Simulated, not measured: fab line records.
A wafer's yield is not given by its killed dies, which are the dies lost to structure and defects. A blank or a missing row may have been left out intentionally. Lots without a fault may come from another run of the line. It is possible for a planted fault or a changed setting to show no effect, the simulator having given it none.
Struck lot and sound lot, side by side -- flow sky130 -- 17 out of 708 route steps
Sound: wafers L631.2, L631.3, L631.6. The struck wafers were L638.1, L638.5, L638.6. At the end, the cause is stated.
For every step that has rows: the tool of each side, followed by ch and its chambers, followed by its first start. Under that, the readings that differ: sound wafers -- struck wafers -- difference of the means -- sigmas: that difference in standard deviations of wafers without a fault.
alike: readings whose means differ by less than 2 such deviations, and words and numbers that are the same on both sides. not compared: withheld readings, readings that some wafer has no value for, bounds like >300 that may hide the same value, and numbers for which the record gives no deviation and whose values overlap.
The two part at a step that has a row with sigmas, a row that says differs or no value, or rows on one side only. Numbers that don't overlap but have no deviation are shown without sigmas and don't part them. A reading that every wafer of one side lacks parts them only if that side has two wafers or more.

first, 1 step without rows for these wafers: SKY_VT_ADJUST_PCH_IMPLANT_08.
SKY_VT_ADJUST_PCH_STRIP_09: strips in O2/N2.
  sound on plasma-asher-04 ch 0,1, day 11 08:25; struck on plasma-asher-04 ch 0,1, day 13 15:49
  alike: drypump-motor-current-A, oes-product-au, strip-time-to-endpoint-s
  not compared: rf-hours-counter-h
SKY_VT_ADJUST_PCH_TW_MEAS_10:
  struck on film-metro-01, day 13 15:55; sound on film-metro-01, day 11 08:31
  alike: VT_ADJUST_PCH_TW
then, 7 steps without rows for these wafers: SKY_SONOS_TUNNEL_DEHYDRATE_00 (time 60 s); SKY_SONOS_TUNNEL_HMDS_01 (prime time 60 s); SKY_SONOS_TUNNEL_COAT_02 (resist thk 1140 nm); SKY_SONOS_TUNNEL_SOFTBAKE_03 (time 60 s); SKY_SONOS_TUNNEL_EXPOSE_04 (exposes mask TUNM, target cd 410 nm); SKY_SONOS_TUNNEL_PEB_05; SKY_SONOS_TUNNEL_DEVELOP_06 (develop time 60 s).
SKY_SONOS_TUNNEL_CD_MEAS_07: the cd target is 410 nm.
  struck on cd-sem-02, day 14 18:41; sound on cd-sem-01, day 12 08:50
  alike: cd-nm
SKY_SONOS_TUNNEL_OVL_MEAS_08:
  struck on overlay-01, day 14 18:49; sound on overlay-01, day 12 08:57
  alike: SONOS_TUNNEL_OVL
SKY_SONOS_TUNNEL_IMPLANT_09:
  sound on implanter-02 ch 0, day 12 09:00; struck on implanter-02 ch 0, day 14 18:50
reading,sound,struck,difference,sigmas
beam-energy-keV,19.997 19.989 19.988,25.480 25.477 25.477,+5.487,+99 or more
model.implant.rp-nm (nm),65.08 65.08 65.08,80.92 80.92 80.92,+15.84,
model.implant.drp-nm (nm),28.34 28.34 28.34,36.43 36.43 36.43,+8.09,
then, 2 steps without rows for these wafers: SKY_SONOS_TUNNEL_WET_ETCH_10 (etches SiO2 in dHF, target depth 14 nm, time 280 s); SKY_SONOS_TUNNEL_STRIP_11 (strips in SPM, time 600 s).
SKY_SONOS_TUNNEL_TW_MEAS_12:
  struck on film-metro-01, day 14 19:29; sound on film-metro-02, day 12 09:24
reading,sound,struck,difference,sigmas
SONOS_TUNNEL_TW,199.0 199.3 198.8,207.8 209.0 208.3,+9.3,+8
  not compared: hold
-- the record jumps here: 34 days lie between the struck wafers' starts before and after (it left off in module SONOS_TUNNEL and takes up again in module PAD_OPEN, whose first step shown is number 708 of the route) --
SKY_PAD_OPEN_PROBE_99:
  struck on prober-01, day 48 16:11; sound on prober-02, day 46 17:51
  alike: killed_at_M0_to_M3, killed_at_M4_up, killed-at-contacts, killed-at-front-end, killed-at-other, killed-dies, killed-open, killed-short
  not compared: model.etest.sonos-uncharged.vt-v

== WHERE THEY PART ==
First at SKY_SONOS_TUNNEL_IMPLANT_09; last, within this record, at SKY_SONOS_TUNNEL_TW_MEAS_12. Later steps at which nothing parts them and some readings are alike: SKY_PAD_OPEN_PROBE_99.

WHY: what the simulator had put in
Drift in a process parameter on implanter-02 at SKY_SONOS_TUNNEL_IMPLANT_09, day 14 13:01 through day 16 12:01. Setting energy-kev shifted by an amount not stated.
